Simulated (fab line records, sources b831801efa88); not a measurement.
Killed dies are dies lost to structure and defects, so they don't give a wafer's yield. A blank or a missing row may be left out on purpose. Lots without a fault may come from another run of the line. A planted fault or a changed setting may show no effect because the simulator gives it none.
fab line records | flow sfq_line
record lots=14 wafers=42 last_day=92
route steps=325 shown L0V@23 M0@39 I0@56 M1@70
lots that met no fault: from a run of the same line without faults
start_h: hours from the record's first day to the start of the lot's first wafer shown | wait_h: hours since the lot's step before | " the same as in the row above | L1.1+2: a row that stands for several wafers | - no value, or no start given | * or withheld: withheld | < > ~ a bound
route shown NAME@n: a module of which the file shows steps, and the number in the route of the first | usual: mean/standard deviation of fault-free wafers | same: alike in all rows | chamber/n: place in a boat | sites: the reading at each site | _std_site: their standard deviation | _edge_site: outer sites' mean less inner sites' | radius_mm: how far each site lies from the wafer's centre | mask NAME#n: copy n | behind: the tool/chamber that last shaped the wafer | hold: why the lot was held/for how many hours/how that ended | device: the transistor (n, p or np) that didn't switch | end of line: the same wafers' tests at the end of the route | a step without rows: its recipe alone | killed: dies lost to structure and defects at the first sort, not the wafer's yield | map: a wafer's dies, x killed, . not, _ none there
set.NAME: the setting as run; set.NAME@STEP: as run at that earlier step | model.NAME: the simulator's own value behind a step, which no gauge read
steps of the route over a sample of lots; a table a step, a row a wafer
services: from which hour (start_h, from the record's first day; less than 0 if before it) a tool's chamber was out of use, for how many hours, and why
## steps
# step SFQ_L0V_OVL_MEAS_903
# usual L0V_OVL=1/5.5
# columns lot.wafer tool chamber start_h wait_h L0V_OVL[nm]
L145.2 overlay-02 - 102.86 0.1 0
L145.3 " - " " 5
L145.4 " - " " 3
L146.1 overlay-02 - 107.65 0.1 7
L146.3 " - " " 8
L146.4 " - " " 4
L151.3 overlay-02 - 135.37 0.1 0
L151.5 " - " " 5
L151.6 " - " " 4
L153.3 overlay-02 - 148.57 0.1 -2
L153.4 " - " " 1
L153.5 " - " " 3
L154.2 overlay-01 - 154.56 0.1 5
L154.3 " - " " 12
L154.5 " - " " 4
L155.3 overlay-01 - 164.94 0.1 1
L155.4 " - " " 0
L155.6 " - " " 8
L158.2 overlay-01 - 180.33 0.1 4
L158.3 " - " " 7
L158.4 " - " " -2
L159.1 overlay-02 - 183.93 0.1 6
L159.4 " - " " 9
L159.6 " - " " 7
L160.2 overlay-01 - 199.53 0.1 9
L160.5 " - " " -1
L160.6 " - " " 3
L161.3 overlay-02 - 204.34 0.1 1
L161.4 " - " " 4
L161.6 " - " " -3
L162.1 overlay-01 - 211.53 0.1 0
L162.5 " - " " -2
L162.6 " - " " 2
L163.2 overlay-01 - 219.93 0.1 -4
L163.3 " - " " -1
L163.5 " - " " -4
L164.2 overlay-01 - 307.93 0.1 -1
L164.4 " - " " 1
L164.6 " - " " -2
L166.1 overlay-01 - 328.32 0.1 2
L166.2 " - " " -2
L166.6 " - " " 2
# step SFQ_TRILAYER_M0_BARC_OPEN_METAL_ETCH_031
# recipe mask_material=PR chemistry=O2 target_depth_nm=125 target=BARC icp_w=600 bias_w=80 pressure_mtorr=10 time_s=41.7
# usual bias_w=79.96/0.23 drypump_motor_current_A=5.39/0.25 oes_product_au=0.685/0.005
# columns lot.wafer tool chamber start_h wait_h bias_w drypump_motor_current_A oes_product_au rf_hours_counter_h
L145.2 rie_metal-01 1 191.76 0.0 79.95 5.37 0.684 75
L145.3 " 0 " " 80.36 5.83 0.683 -
L145.4 " 1 " " 79.48 5.39 0.682 -
L146.1 rie_metal-01 0 198.96 0.0 79.82 5.84 0.687 49
L146.3 " 0 " " 80.28 5.87 0.682 -
L146.4 " 1 " " 79.95 5.39 0.673 -
L151.3 rie_metal-03 1 230.33 0.0 79.95 5.51 0.687 -
L151.5 " 0 " " 79.94 5.24 0.676 -
L151.6 " 1 " " 79.81 5.51 0.682 -
L153.3 rie_metal-04 0 252.65 0.0 79.98 5.04 0.674 -
L153.4 " 1 " " 80.13 5.30 0.682 -
L153.5 " 0 " " 80.32 5.07 0.676 -
L154.2 rie_metal-03 1 258.65 0.0 80.20 5.53 0.681 -
L154.3 " 1 " " 79.80 5.51 0.691 -
L154.5 " 1 " " 80.24 5.50 0.681 -
L155.3 rie_metal-04 0 267.05 0.0 80.03 5.06 0.694 -
L155.4 " 1 " " 79.91 5.30 0.689 -
L155.6 " 0 " " 79.71 5.05 0.681 -
L158.2 rie_metal-04 0 282.63 0.0 80.09 5.04 0.692 33
L158.3 " 1 " " 80.11 5.35 0.677 -
L158.4 " 0 " " 80.01 5.04 0.692 -
L159.1 rie_metal-04 0 287.43 0.0 80.34 5.06 0.691 34
L159.4 " 1 " " 79.77 5.33 0.687 -
L159.6 " 1 " " 79.53 5.31 0.689 -
L160.2 rie_metal-04 0 298.23 0.0 80.36 5.07 0.686 35
L160.5 " 1 " " 80.10 5.34 0.682 -
L160.6 " 0 " " 80.00 5.06 0.689 -
L161.3 rie_metal-01 0 299.58 0.0 80.24 5.82 0.690 -
L161.4 " 1 " " 80.00 5.38 0.687 -
L161.6 " 0 " " 80.11 5.82 0.683 -
L162.1 rie_metal-04 0 300.76 0.0 80.06 5.06 0.688 35
L162.5 " 1 " " 80.05 5.27 0.688 -
L162.6 " 0 " " 80.12 5.06 0.691 -
L163.2 rie_metal-04 1 301.96 0.0 80.04 5.30 0.687 166
L163.3 " 1 " " 80.29 5.32 0.692 -
L163.5 " 0 " " 80.42 5.06 0.681 -
L164.2 rie_metal-03 0 312.12 0.0 79.54 5.24 0.678 6
L164.4 " 0 " " 79.81 5.25 0.683 -
L164.6 " 1 " " 80.06 5.51 0.682 -
L166.1 rie_metal-03 0 331.80 0.0 80.47 5.27 0.682 9
L166.2 " 1 " " 79.61 5.50 0.685 136
L166.6 " 1 " " 79.72 5.51 0.685 -
# step SFQ_TRILAYER_I0_VIA_STRIP_STRIP_035
# recipe gas=O2 power_w=200 platen_temp_c=40 overash_fraction=0.65 chemistry=O2 pressure_mtorr=50
# usual drypump_motor_current_A=5.2/0.37 oes_product_au=1.001/0.014
# columns lot.wafer tool chamber start_h wait_h drypump_motor_current_A oes_product_au rf_hours_counter_h
L145.2 rie_metal-02 1 303.18 - 4.7 1.002 187
L145.3 " 0 " " 5.7 0.980 -
L145.4 " 1 " " 4.7 1.007 -
L146.1 rie_metal-04 0 316.51 - 5.1 1.008 37
L146.3 " 1 " " 5.3 0.988 -
L146.4 " 0 " " 5.1 1.005 -
L151.3 rie_metal-04 1 370.76 - 5.3 1.007 -
L151.5 " 1 " " 5.4 1.002 -
L151.6 " 0 " " 5.1 1.022 -
L153.3 rie_metal-02 0 394.76 - 5.6 0.986 -
L153.4 " 1 " " 4.7 1.020 -
L153.5 " 1 " " 4.7 1.009 -
L154.2 rie_metal-04 1 395.88 - 5.3 0.989 5
L154.3 " 0 " " 5.1 1.022 -
L154.5 " 0 " " 5.1 1.011 -
L155.3 rie_metal-02 1 406.97 - 4.7 1.015 -
L155.4 " 0 " " 5.7 0.985 -
L155.6 " 1 " " 4.7 1.008 -
L158.2 rie_metal-02 0 424.77 - 5.7 0.994 9
L158.3 " 0 " " 5.7 1.001 -
L158.4 " 1 " " 4.7 1.015 -
L159.1 rie_metal-02 0 433.17 - 5.7 0.993 10
L159.4 " 0 " " 5.7 0.994 -
L159.6 " 0 " " 5.7 0.980 -
L160.2 rie_metal-04 1 443.97 - 5.3 0.992 12
L160.5 " 0 " " 5.1 1.021 -
L160.6 " 1 " " 5.3 1.001 -
L161.3 rie_metal-02 1 445.37 - 4.7 1.009 -
L161.4 " 0 " " 5.6 1.000 -
L161.6 " 1 " " 4.7 1.011 -
L162.1 rie_metal-01 0 449.97 - 5.8 0.974 82
L162.5 " 0 " " 5.8 0.978 -
L162.6 " 1 " " 5.4 0.993 -
L163.2 rie_metal-04 1 454.77 - 5.3 1.004 13
L163.3 " 0 " " 5.1 1.011 -
L163.5 " 0 " " 5.1 1.022 -
L164.2 rie_metal-02 1 463.17 - 4.7 0.992 22
L164.4 " 1 " " 4.7 1.002 -
L164.6 " 1 " " 4.7 1.000 -
L166.1 rie_metal-04 1 480.10 - 5.3 0.999 16
L166.2 " 0 " " 5.1 1.007 65
L166.6 " 0 " " 5.1 1.010 -
# step SFQ_TRILAYER_M1_ETCH_METAL_ETCH_042
# recipe target=Nb stop_on=SiO2 mask_material=PR chemistry=Cl2/Ar target_depth_nm=240 icp_w=600 bias_w=80 pressure_mtorr=10 time_s=120
# usual bias_w=79.99/0.22 drypump_motor_current_A=5.4/0.38 oes_product_au=0.894/0.0077
# columns lot.wafer tool chamber start_h wait_h bias_w drypump_motor_current_A oes_product_au rf_hours_counter_h
L145.2 rie_metal-03 1 306.79 0.0 79.91 5.5 0.891 132
L145.3 " 1 " " 79.89 5.5 0.909 -
L145.4 " 0 " " 79.86 5.2 0.891 -
L146.1 rie_metal-03 0 319.93 0.0 80.17 5.2 0.898 7
L146.3 " 0 " " 80.45 5.2 0.898 -
L146.4 " 1 " " 79.75 5.5 0.910 -
L151.3 rie_metal-03 1 376.48 0.1 83.34 5.5 0.908 -
L151.5 " 0 " " 83.35 5.2 0.907 -
L151.6 " 1 " " 83.24 5.5 0.908 -
L153.3 rie_metal-02 0 398.32 0.1 80.30 5.7 0.905 -
L153.4 " 1 " " 80.42 4.7 0.894 -
L153.5 " 1 " " 80.39 4.7 0.913 -
L154.2 rie_metal-03 1 399.50 0.1 83.33 5.5 0.896 147
L154.3 " 1 " " 83.26 5.5 0.894 -
L154.5 " 0 " " 83.21 5.3 0.897 -
L155.3 rie_metal-01 1 565.50 0.1 80.22 5.4 0.900 -
L155.4 " 0 " " 80.13 5.8 0.899 -
L155.6 " 0 " " 80.04 5.8 0.906 -
L158.2 rie_metal-01 0 585.98 0.0 79.57 5.8 0.897 99
L158.3 " 0 " " 79.57 5.8 0.884 -
L158.4 " 1 " " 79.94 5.4 0.900 -
L159.1 rie_metal-02 0 591.98 0.0 80.05 5.7 0.900 32
L159.4 " 0 " " 79.94 5.7 0.891 -
L159.6 " 0 " " 80.04 5.7 0.892 -
L160.2 rie_metal-02 0 600.38 0.0 79.59 5.7 0.902 34
L160.5 " 1 " " 79.79 4.7 0.901 -
L160.6 " 0 " " 80.01 5.6 0.896 -
L161.3 rie_metal-01 1 601.62 0.1 80.16 5.4 0.883 -
L161.4 " 0 " " 80.26 5.8 0.884 -
L161.6 " 1 " " 79.90 5.4 0.880 -
L162.1 rie_metal-03 1 607.64 0.1 79.76 5.5 0.891 14
L162.5 " 1 " " 79.86 5.5 0.897 -
L162.6 " 1 " " 80.08 5.5 0.890 -
L163.2 rie_metal-03 1 610.08 0.1 80.09 5.5 0.899 -
L163.3 " 1 " " 79.94 5.5 0.906 -
L163.5 " 1 " " 79.92 5.6 0.895 -
L164.2 rie_metal-02 0 615.98 0.0 79.97 5.7 0.893 36
L164.4 " 0 " " 80.09 5.7 0.897 -
L164.6 " 0 " " 79.75 5.7 0.891 -
L166.1 rie_metal-02 0 631.58 0.0 79.96 5.7 0.887 39
L166.2 " 1 " " 79.71 4.7 0.898 47
L166.6 " 1 " " 80.00 4.7 0.885 -
## services
# columns tool chamber start_h hours kind
rie_metal-02 0 224.17 7.0 repair
rie_metal-04 1 229.75 10.0 repair
rie_metal-02 - 235.25 1.1 repair
rie_metal-04 - 264.76 1.7 repair
rie_metal-01 - 301.83 28.1 pm
rie_metal-04 0 304.58 3.6 repair
rie_metal-02 1 320.71 - clean
rie_metal-02 1 320.71 12.5 scheduled_down
rie_metal-02 1 320.71 12.5 vent_cycle
rie_metal-03 - 337.71 0.3 repair
rie_metal-04 1 338.62 - clean
rie_metal-04 1 338.62 23.1 scheduled_down
rie_metal-04 1 338.62 23.1 vent_cycle
rie_metal-02 0 339.34 - clean
rie_metal-02 0 339.34 21.3 scheduled_down
rie_metal-03 - 410.89 2.8 pm
rie_metal-03 - 436.87 1.8 repair
rie_metal-02 - 443.09 1.4 pm
rie_metal-04 - 445.66 0.7 repair
rie_metal-04 - 464.35 1.4 pm
rie_metal-04 - 514.39 0.5 repair
rie_metal-03 0 540.81 156.4 repair
rie_metal-03 - 588.10 14.6 pm
rie_metal-03 - 618.14 17.3 repair
## key
first_sign step=SFQ_TRILAYER_M1_ETCH_METAL_ETCH_042 reading=bias_w direction=up sigmas=15 usual=79.99 struck=83.29
effect none on later readings
met_at SFQ_TRILAYER_M1_ETCH_METAL_ETCH_042
struck_lots L151,L154
not_acting_at SFQ_L0V_OVL_MEAS_903,SFQ_TRILAYER_M0_BARC_OPEN_METAL_ETCH_031,SFQ_TRILAYER_I0_VIA_STRIP_STRIP_035
onset_between 319.93 376.48
fault kind=process_parameter_drift tool=rie_metal-03 chamber=- onset_h=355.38 steps=SFQ_TRILAYER_M1_ETCH_METAL_ETCH_042 channel=bias_w offset=3.3561 shape=step end_h=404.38 acts_in=these_recipes_only stated=80
